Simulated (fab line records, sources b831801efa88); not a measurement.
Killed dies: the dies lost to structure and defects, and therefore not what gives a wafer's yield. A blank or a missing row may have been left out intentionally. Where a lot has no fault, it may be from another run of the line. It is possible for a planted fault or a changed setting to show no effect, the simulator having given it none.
Which tool is to blame? ; flow sky130 ; 30 wafers from 10 lots sampled at 6 of the route's 708 steps

== WHAT THE GAUGES READ, wafer by wafer ==
SKY_POLY_CUT_CD_MEAS_08 targets a cd of 270 nm.
lot;measured;on;cdNm (nm)
L977;day 23 23:30;cdSem-02;270.7 270.0 269.5
L978;day 24 04:04;cdSem-01;268.9 269.6 269.2
L981;day 25 15:46;cdSem-01;270.4 269.6 269.7
L983;day 26 08:50;cdSem-02;272.1 270.8 271.3
L993;day 29 18:21;cdSem-01;268.9 269.3 270.7
L996;day 30 23:10;cdSem-02;268.2 268.8 267.9
L997;day 31 04:59;cdSem-02;269.1 269.5 269.0
L998;day 31 13:55;cdSem-02;269.2 268.5 268.4
L999;day 31 23:53;cdSem-02;268.5 267.7 268.4
L100;day 32 03:31;cdSem-01;271.8 273.5 271.1

SKY_METAL1_CD_MEAS_15 targets a cd of 140 nm.
lot;measured;on;cdNm (nm)
L977;day 32 13:18;cdSem-02;139.0 137.8 139.1
L978;day 32 16:04;cdSem-01;139.7 138.6 139.0
L981;day 33 23:42;cdSem-01;141.0 140.5 140.5
L983;day 34 16:23;cdSem-01;142.0 139.7 141.2
L993;day 37 17:38;cdSem-02;138.3 139.1 136.6
L996;day 38 20:01;cdSem-02;138.4 137.9 137.7
L997;day 39 02:55;cdSem-01;140.3 139.7 140.3
L998;day 39 10:24;cdSem-01;143.8 142.2 142.0
L999;day 39 19:55;cdSem-01;138.5 139.1 140.3
L100;day 39 23:16;cdSem-02;140.1 142.1 139.7

SKY_METAL2_RS_MEAS_05: uses a four-point probe to measure.
lot;measured;on;METAL2_ALCU_RS (ohm/sq)
L977;day 33 18:23;filmMetro-01;0.1282 0.1289 0.1281
L978;day 33 21:17;filmMetro-01;0.1257 0.1260 0.1257
L981;day 35 05:22;filmMetro-02;0.1275 0.1274 0.1266
L983;day 35 22:07;filmMetro-01;0.1266 0.0822 0.0822
L993;day 38 22:00;filmMetro-01;0.1263 0.1260 0.1263
L996;day 39 23:53;filmMetro-02;0.1276 0.1269 0.1270
L997;day 40 06:50;filmMetro-02;0.1260 0.1272 0.1261
L998;day 40 14:25;filmMetro-04;0.1270 0.1270 0.1269
L999;day 40 23:26;filmMetro-02;0.1296 0.1285 0.1302
L100;day 41 03:00;filmMetro-01;0.1271 0.1269 0.1276

SKY_METAL2_THK_MEAS_06: measures by xrf.
lot;measured;on;METAL2_ALCU_THK (nm)
L977;day 33 18:31;filmMetro-01;248.1 247.1 249.5
L978;day 33 21:24;filmMetro-01;253.9 253.0 252.2
L981;day 35 05:29;filmMetro-02;249.1 251.4 251.9
L983;day 35 22:13;filmMetro-01;248.0 384.3 382.1
L993;day 38 22:06;filmMetro-01;250.7 253.9 251.2
L996;day 40 00:00;filmMetro-02;248.1 248.7 248.2
L997;day 40 06:56;filmMetro-02;251.3 247.3 252.2
L998;day 40 14:32;filmMetro-04;251.4 250.2 250.8
L999;day 40 23:32;filmMetro-02;244.3 245.4 241.4
L100;day 41 03:07;filmMetro-01;251.0 252.5 251.9

== EACH LOT AND THE TOOL THAT RAN IT (in order: tool; ch and the chambers of the sampled wafers; start) ==
lot;SKY_METAL1_SPUTTER_00;SKY_METAL2_SPUTTER_02
L977;pvdSputter-01, day 31 09:33;pvdSputter-02, day 33 18:17
L978;pvdSputter-03, day 31 13:02;pvdSputter-01, day 33 21:10
L981;pvdSputter-02, day 32 21:19;pvdSputter-04, day 35 05:16
L983;pvdSputter-02, day 33 13:53;pvdSputter-01, day 35 21:59
L993;pvdSputter-02, day 36 16:16;pvdSputter-02, day 38 21:52
L996;pvdSputter-03, day 37 18:23;pvdSputter-01, day 39 23:41
L997;pvdSputter-01, day 38 01:54;pvdSputter-04, day 40 06:43
L998;pvdSputter-01, day 38 09:00;pvdSputter-01, day 40 14:19
L999;pvdSputter-01, day 38 18:50;pvdSputter-01, day 40 23:19
L100;pvdSputter-01, day 38 22:48;pvdSputter-01, day 41 02:53
- SKY_METAL1_SPUTTER_00: material Ti, target thk 15 nm, time 10 s.
- SKY_METAL2_SPUTTER_02: material AlCu, target thk 250 nm, time 13.3 s.

== WHAT THE TOOLS THEMSELVES READ (means of the sampled wafers that have a number; where no wafer has one, the mark that the record gives instead) ==
SKY_METAL1_SPUTTER_00.
lot;tool;throttleValvePct (%)
L977;pvdSputter-01;30.2
L978;pvdSputter-03;30.6
L981;pvdSputter-02;30.0
L983;pvdSputter-02;29.6
L993;pvdSputter-02;29.9
L996;pvdSputter-03;30.6
L997;pvdSputter-01;29.8
L998;pvdSputter-01;29.9
L999;pvdSputter-01;30.1
L100;pvdSputter-01;30.1

SKY_METAL2_SPUTTER_02.
lot;tool;throttleValvePct (%)
L977;pvdSputter-02;29.9
L978;pvdSputter-01;29.9
L981;pvdSputter-04;30.1
L983;pvdSputter-01;29.9
L993;pvdSputter-02;30.2
L996;pvdSputter-01;29.6
L997;pvdSputter-04;29.7
L998;pvdSputter-01;30.1
L999;pvdSputter-01;30.4
L100;pvdSputter-01;29.9

== THE ANSWER, worked out from the rows above alone ==
Rule: the usual values come from the lots themselves. The widest of any qualifying gaps counts: lots, ordered by their means at a reading, are off when they make up no more than a third of the lots, leave a main group of 4 or more, and stand apart from it by 3 or more times the standard deviation of that group's means. A main group whose means are all the same, to the digits that the tables above print for the reading, isn't used. Also off: a lot with no number at a reading for which 4 or more lots have one. All remaining lots with rows at the step are treated as sound. Order of review: gauges by route order, followed by the tools' own readings, for which a lot's mean as printed above is used. At the first step where some lot is off, the reading lying furthest off is the one used; lots without a number count as furthest.
Off: L983, seen at SKY_METAL2_RS_MEAS_05 (METAL2_ALCU_RS). Main group: mean 0.1272 ohm/sq, sd 0.0011.
A tool fits if, at a process step before that reading, it ran every lot that is off, and no sound lot after the first of them. Gauges at SKY_METAL2_RS_MEAS_05: tried the same way as those tools. No candidate that was tried fits.

== WHAT THE SIMULATOR PUT IN ==
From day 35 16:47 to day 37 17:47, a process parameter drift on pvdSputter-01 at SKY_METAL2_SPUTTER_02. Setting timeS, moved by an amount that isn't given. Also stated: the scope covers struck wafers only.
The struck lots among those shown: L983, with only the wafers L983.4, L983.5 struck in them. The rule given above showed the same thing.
